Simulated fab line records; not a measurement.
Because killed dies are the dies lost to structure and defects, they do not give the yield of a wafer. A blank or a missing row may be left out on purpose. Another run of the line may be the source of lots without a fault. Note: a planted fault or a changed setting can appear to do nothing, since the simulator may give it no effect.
Which tool was responsible? -- flow gf180mcu -- 33 wafers from 11 lots sampled at 3 of the route's 602 steps

## WHAT THE GAUGES READ, wafer by wafer
GF_M3_THK_MEAS_06: measures by xrf.
lot,measured,on,M3_ALCU_THK (nm)
L796,day 20 07:52,film metro-02,456 447 443
L797,day 20 17:19,film metro-01,442 453 441
L800,day 21 20:10,film metro-04,455 449 450
L801,day 22 08:35,film metro-01,442 449 438
L802,day 22 17:28,film metro-01,454 450 451
L810,day 25 21:24,film metro-04,454 463 461
L812,day 26 03:35,film metro-01,461 457 460
L813,day 26 05:50,film metro-01,442 448 447
L815,day 27 00:17,film metro-02,445 454 451
L816,day 27 08:20,film metro-01,447 436 439
L818,day 27 18:02,film metro-04,454 456 460

## WHAT TOOL EACH LOT RAN ON (gives the tool, then ch and the chambers of the sampled wafers, and finally the start)
lot,GF_V1_ETCH_17,GF_M2_STRIP_17
L796,"rie diel-01 ch 2,3, day 19 04:05 or earlier","plasma asher-04 ch 0,1, day 19 04:05"
L797,"rie diel-02 ch 0,1,3, day 19 13:53 or earlier","plasma asher-03 ch 0,1, day 19 13:53"
L800,"rie diel-04 ch 1,3, day 20 17:21 or earlier","plasma asher-03 ch 0,1, day 20 17:21"
L801,"rie diel-01 ch 0,1,2, day 21 06:14 or earlier","plasma asher-03 ch 0,1, day 21 06:14"
L802,"rie diel-04 ch 0,1, day 21 14:25 or earlier","plasma asher-01 ch 1, day 21 14:25"
L810,"rie diel-02 ch 1,2,3, day 24 20:39 or earlier","plasma asher-04 ch 0,1, day 24 20:39"
L812,"rie diel-04 ch 0,3, day 25 02:43 or earlier","plasma asher-03 ch 0,1, day 25 02:43"
L813,"rie diel-01 ch 0,2,3, day 25 05:46 or earlier","plasma asher-03 ch 0,1, day 25 05:46"
L815,"rie diel-04 ch 0,3, day 26 00:27 or earlier","plasma asher-01 ch 0,1, day 26 00:27"
L816,"rie diel-01 ch 0,1,2, day 26 08:38 or earlier","plasma asher-01 ch 0,1, day 26 08:38"
L818,"rie diel-04 ch 1,2,3, day 26 19:01 or earlier","plasma asher-01 ch 0,1, day 26 19:01"
- GF_V1_ETCH_17: etches SiO2 in C4F8/O2/Ar, stops on TiN, target depth 630 nm.
- GF_M2_STRIP_17: strips in O2/N2.

## THE ANSWER, worked out from the rows above alone
Rule: the usual values come from the lots themselves. Put in order of their means at a reading, lots are off if they are a third of the lots or fewer, leave a main group of 4 or more, and stand apart from it by a gap of 3 or more times the standard deviation of the main group's means; of several such gaps the widest counts. The tables above print the reading to a certain number of digits; a main group whose means all agree to those digits is not used. Also off: a lot with no number at a reading for which 4 or more lots have one. All remaining lots with rows at the step are treated as sound.
None of the lots is off at any reading shown; this tells nothing.

## WHAT THE SIMULATOR HAD PUT IN
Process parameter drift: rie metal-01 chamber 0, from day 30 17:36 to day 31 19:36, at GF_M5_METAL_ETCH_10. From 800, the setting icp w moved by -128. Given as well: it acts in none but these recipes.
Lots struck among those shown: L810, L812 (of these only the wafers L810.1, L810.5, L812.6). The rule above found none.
